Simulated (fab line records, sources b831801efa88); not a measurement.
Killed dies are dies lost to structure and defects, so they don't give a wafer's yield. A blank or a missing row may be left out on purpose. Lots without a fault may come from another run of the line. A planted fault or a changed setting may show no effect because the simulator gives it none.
Chamber matching | flow gf180mcu | GF_CONTACT_CMP_04 on cmp-02: 4 sister chambers
The step polishes SiO2. 8 wafers are shown with their chamber, then 8 later ones without.

WAFERS WITH THEIR CHAMBER
wafer  | chamber | motor_current_A (A) | time_to_endpoint_s (s)
L123.5 | 1       | 11.1                | 124
L126.2 | 3       | 13.6                | 109
L128.1 | 2       | 11.2                | 103
L128.6 | 2       | 11.3                | 117
L129.1 | 3       | 13.1                | 109
L129.5 | 1       | 11.2                | 124
L129.6 | 0       | 11.7                | 126
L130.2 | 0       | 12.4                | 109

WAFERS WITHOUT THEIR CHAMBER
wafer  | motor_current_A (A) | time_to_endpoint_s (s)
L130.4 | 11.2                | 99
L130.5 | 10.6                | 116
L131.1 | 10.4                | 113
L131.4 | 13.1                | 113
L131.6 | 11.4                | 110
L132.2 | 13.1                | 100
L132.3 | 11.6                | 109
L132.6 | 10.9                | 106

WHICH CHAMBER EACH WENT THROUGH
wafer  | from the rows above          | in truth
L130.4 | can't be placed: 2 or 1      | 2
L130.5 | can't be placed: 1 or 2      | 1
L131.1 | can't be placed: 2 or 1      | 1
L131.4 | 3                            | 3
L131.6 | can't be placed: 2 or 1 or 0 | 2
L132.2 | 3                            | 3
L132.3 | can't be placed: 2 or 0 or 1 | 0
L132.6 | can't be placed: 2 or 1      | 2
Placed correctly: 2 of 8. Can't be placed from these rows: 6 (the true chamber is among the candidates in 6). Placed wrongly: 0.
How it was worked out, from the rows above alone: a wafer's distance from a chamber is the root of the sum, over the readings, of the square of ((its reading less the chamber's mean) divided by the reading's scatter). The wafer belongs to the nearest chamber; if the next one is less than 2 further off, it can't be placed. A chamber's mean is the mean of its shown wafers. The scatter: the root of (the sum of the squares of (reading less its chamber's mean) over the shown wafers, divided by (wafers less chambers)).
